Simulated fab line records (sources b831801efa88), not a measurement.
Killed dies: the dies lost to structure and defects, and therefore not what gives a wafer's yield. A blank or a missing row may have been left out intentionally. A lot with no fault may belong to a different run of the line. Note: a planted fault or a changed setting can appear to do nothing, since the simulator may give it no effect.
Commonality check across tools :: flow gf180mcu :: Lots sampled 12, wafers sampled 36

== REASON IT WAS OPENED ==
2 of 12 lots carry a flag on the reading HV_LDD_OVL at GF_HV_LDD_OVL_MEAS_08. Fault-free wafers read 0.2 nm, with a standard deviation of 1.4.
Rule: flag the lot when none of its wafers has a number, or when each of its wafers that has one lies beyond 4 standard deviations from that mean. The other lots count as sound.

lot: L822
measured: day 10 01:40
on: overlay-01
HV_LDD_OVL (nm), wafer by wafer: 1.2 1.4 -0.5
flag: 

lot: L823
measured: day 10 09:41
on: overlay-02
HV_LDD_OVL (nm), wafer by wafer: -2.6 -1.8 -3.6
flag: 

lot: L824
measured: day 10 12:49
on: overlay-01
HV_LDD_OVL (nm), wafer by wafer: -0.9 -0.2 0.2
flag: 

lot: L825
measured: day 11 02:13
on: overlay-01
HV_LDD_OVL (nm), wafer by wafer: 0.3 -0.1 0.0
flag: 

lot: L826
measured: day 11 05:04
on: overlay-02
HV_LDD_OVL (nm), wafer by wafer: -0.9 -0.1 -1.2
flag: 

lot: L827
measured: day 11 14:29
on: overlay-02
HV_LDD_OVL (nm), wafer by wafer: 1.8 0.1 -0.2
flag: 

lot: L836
measured: day 14 05:46
on: overlay-02
HV_LDD_OVL (nm), wafer by wafer: -104.3 -104.8 -102.8
flag: FLAGGED

lot: L837
measured: day 14 12:52
on: overlay-01
HV_LDD_OVL (nm), wafer by wafer: -105.6 -105.3 -105.0
flag: FLAGGED

lot: L838
measured: day 14 22:07
on: overlay-01
HV_LDD_OVL (nm), wafer by wafer: 0.9 1.3 -0.8
flag: 

lot: L841
measured: day 15 19:35
on: overlay-01
HV_LDD_OVL (nm), wafer by wafer: 2.0 0.8 1.1
flag: 

lot: L842
measured: day 16 02:28
on: overlay-01
HV_LDD_OVL (nm), wafer by wafer: 0.7 0.5 -0.3
flag: 

lot: L844
measured: day 16 20:45
on: overlay-01
HV_LDD_OVL (nm), wafer by wafer: 2.1 0.6 1.3
flag: 
The mean of the flagged lots' numbers is -104.6 nm, -104.8 nm from the usual (-75 standard deviations).

== WHICH TOOL EACH LOT WENT THROUGH ==
The record keeps 1 process step preceding the reading, out of 602 steps on the route. In each cell: the tool, then ch and the chambers that the sampled wafers went through, then the start.
lot: L822
flag: 
GF_HV_LDD_EXPOSE_04: iline stepper-01 ch 0, day 9 17:10

lot: L823
flag: 
GF_HV_LDD_EXPOSE_04: iline stepper-01 ch 0, day 10 00:34

lot: L824
flag: 
GF_HV_LDD_EXPOSE_04: iline stepper-02 ch 0, day 10 03:55

lot: L825
flag: 
GF_HV_LDD_EXPOSE_04: iline stepper-02 ch 0, day 10 17:10

lot: L826
flag: 
GF_HV_LDD_EXPOSE_04: iline stepper-02 ch 0, day 10 19:57

lot: L827
flag: 
GF_HV_LDD_EXPOSE_04: iline stepper-02 ch 0, day 11 05:04

lot: L836
flag: FLAGGED
GF_HV_LDD_EXPOSE_04: iline stepper-02 ch 0, day 13 19:32

lot: L837
flag: FLAGGED
GF_HV_LDD_EXPOSE_04: iline stepper-02 ch 0, day 14 02:30

lot: L838
flag: 
GF_HV_LDD_EXPOSE_04: iline stepper-01 ch 0, day 14 11:39

lot: L841
flag: 
GF_HV_LDD_EXPOSE_04: iline stepper-01 ch 0, day 15 09:02

lot: L842
flag: 
GF_HV_LDD_EXPOSE_04: iline stepper-01 ch 0, day 15 16:19

lot: L844
flag: 
GF_HV_LDD_EXPOSE_04: iline stepper-01 ch 0, day 16 09:22
What these steps do:
- GF_HV_LDD_EXPOSE_04: exposes mask Nplus LV AREA, target cd 400 nm.
- GF_HV_LDD_OVL_MEAS_08

== FLAGGED OVER TOTAL, TOOL BY TOOL (the gauges that took the reading come last) ==
step: GF_HV_LDD_EXPOSE_04
tool: iline stepper-01
lots run: 6
flagged: 0
share of the flagged lots: none
sound lots run after its first flagged lot: -

step: GF_HV_LDD_EXPOSE_04
tool: iline stepper-02
lots run: 6
flagged: 2
share of the flagged lots: all
sound lots run after its first flagged lot: 0

step: GF_HV_LDD_OVL_MEAS_08
tool: overlay-01
lots run: 8
flagged: 1
share of the flagged lots: some
sound lots run after its first flagged lot: 4 (L838,L841,L842,L844)

step: GF_HV_LDD_OVL_MEAS_08
tool: overlay-02
lots run: 4
flagged: 1
share of the flagged lots: some
sound lots run after its first flagged lot: 0

== WHAT THE TABLE ALLOWS ==
1 row of the table ran every flagged lot: iline stepper-02 at GF_HV_LDD_EXPOSE_04.
- iline stepper-02 at GF_HV_LDD_EXPOSE_04 ran 6 lots, 2 of them flagged. A fault beginning between L827 (day 11 05:04), its last sound lot, and L836 (day 13 19:32), its first flagged one, fits the data.
One tool is left: iline stepper-02 at GF_HV_LDD_EXPOSE_04.

== WHAT THE SIMULATOR HAD INSERTED ==
Scanner matching overlay: iline stepper-02, from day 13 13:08 on, at GF_HV_LDD_EXPOSE_04. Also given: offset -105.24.
Struck lots among those shown: L836, L837. The rule above found the same.
